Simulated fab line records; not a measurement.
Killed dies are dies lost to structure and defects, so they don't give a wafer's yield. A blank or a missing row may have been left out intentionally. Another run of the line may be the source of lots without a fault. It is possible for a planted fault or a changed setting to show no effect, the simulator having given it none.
Comparing a struck lot with a sound one | flow sfq-line | 14 out of 325 route steps
Sound: these wafers, L425.2, L425.3, L425.5. Struck: wafer L434.3; the same lot's L434.1 was not struck, so it is left out; see the end for the cause.
Per side, at each step with rows, come the tool, then ch with its chambers, and then its first start. Under that, the readings that differ: sound wafers | struck wafers | difference of the means | sigmas: that difference in standard deviations of wafers without a fault.
alike: a reading whose means differ by less than 2 such deviations, as well as words and numbers matching on both sides. not compared: withheld readings; readings where some wafer has no value; bounds like >300 that might hide an equal value; numbers whose values overlap and for which the record gives no deviation.
The two part at a step that has a row with sigmas, a row that says differs or no value, or rows on one side only. Numbers that have no deviation but don't overlap get no sigmas and don't part them. A reading missing from all wafers of one side parts the sides only when that side holds two or more wafers.

first, 5 steps without rows for these wafers: SFQ_TRILAYER_I4_VIA_LITHO_COAT_103 (resist thk 650 nm); SFQ_TRILAYER_I4_VIA_LITHO_SOFTBAKE_107; SFQ_TRILAYER_I4_VIA_LITHO_EXPOSE_104 (exposes mask I4, target cd 700 nm); SFQ_TRILAYER_I4_VIA_LITHO_PEB_106 (peb time 60 s); SFQ_TRILAYER_I4_VIA_LITHO_DEVELOP_105 (time 60 s).
SFQ_I4_OVL_MEAS_928:
  sound on overlay-02, day 52 11:18; struck on overlay-02, day 55 06:10
  reading     | sound | struck | difference | sigmas
  I4_OVL (nm) | 7 7 6 | -4     | -11        | -2
SFQ_TRILAYER_I4_VIA_BARC_OPEN_VIA_ETCH_146: etches BARC in O2, target depth 125 nm, time 41.7 s.
  sound on rie-diel-02 ch 0,1,2, day 52 11:20; struck on rie-diel-04 ch 0, day 55 06:12
  reading                     | sound             | struck | difference | sigmas
  drypump-motor-current-A (A) | 5.6 5.9 6.1       | 5.0    | -0.9       | -2
  oes-product-au (a.u.)       | 0.687 0.681 0.679 | 0.692  | +0.010     | +2
  not compared: rf-hours-counter-h
SFQ_TRILAYER_I4_VIA_ETCH_VIA_ETCH_106: etches SiO2 in CHF3, stops on Nb, target depth 260 nm.
  sound on rie-diel-02 ch 0,1,2, day 52 11:22; struck on rie-diel-04 ch 0, day 55 06:14
  reading                     | sound       | struck | difference | sigmas
  drypump-motor-current-A (A) | 5.6 5.8 6.1 | 5.0    | -0.8       | -2
  alike: oes-product-au
SFQ_TRILAYER_I4_VIA_STRIP_STRIP_107: strips in O2.
  sound on rie-metal-02 ch 0,1, day 52 11:29; struck on rie-metal-02 ch 0, day 55 06:21
  alike: drypump-motor-current-A, oes-product-au
  not compared: rf-hours-counter-h
then, 2 steps without rows for these wafers: SFQ_TRILAYER_I4_VIA_STRIP_SOLV_CLEAN_108 (cleans in NMP, time 600 s); SFQ_TRILAYER_JJ_TRILAYER_DEP_PRE_CLEAN_113 (time 22.5 s).
SFQ_TRILAYER_JJ_TRILAYER_DEP_SPUTTER_109: material Nb, target thk 150 nm, time 100 s.
  sound on pvd-sputter-06, day 52 12:29; struck on pvd-sputter-04, day 55 07:10
  alike: throttle-valve-pct
SFQ_TRILAYER_JJ_TRILAYER_DEP_SPUTTER_110: material Al, target thk 8 nm, time 10 s.
  sound on pvd-sputter-06, day 52 12:34; struck on pvd-sputter-04, day 55 07:14
  reading                                                      | sound             | struck | difference | sigmas
  model.Al_of_TRILAYER_JJ_TRILAYER_DEP_SPUTTER_110.thk-nm (nm) | 8.023 7.863 7.902 | 11.58  | +3.65      |
  alike: throttle-valve-pct
then, 1 step without rows for these wafers: SFQ_TRILAYER_JJ_TRILAYER_DEP_AL_OXIDATION_111 (oxidation time 600 s).

== WHERE THEY PART ==
First at SFQ_I4_OVL_MEAS_928; last, within this record, at SFQ_TRILAYER_I4_VIA_ETCH_VIA_ETCH_106. Later steps at which nothing parts them and some readings are alike: SFQ_TRILAYER_I4_VIA_STRIP_STRIP_107, SFQ_TRILAYER_JJ_TRILAYER_DEP_SPUTTER_109, SFQ_TRILAYER_JJ_TRILAYER_DEP_SPUTTER_110.

WHY: whatever the simulator had introduced
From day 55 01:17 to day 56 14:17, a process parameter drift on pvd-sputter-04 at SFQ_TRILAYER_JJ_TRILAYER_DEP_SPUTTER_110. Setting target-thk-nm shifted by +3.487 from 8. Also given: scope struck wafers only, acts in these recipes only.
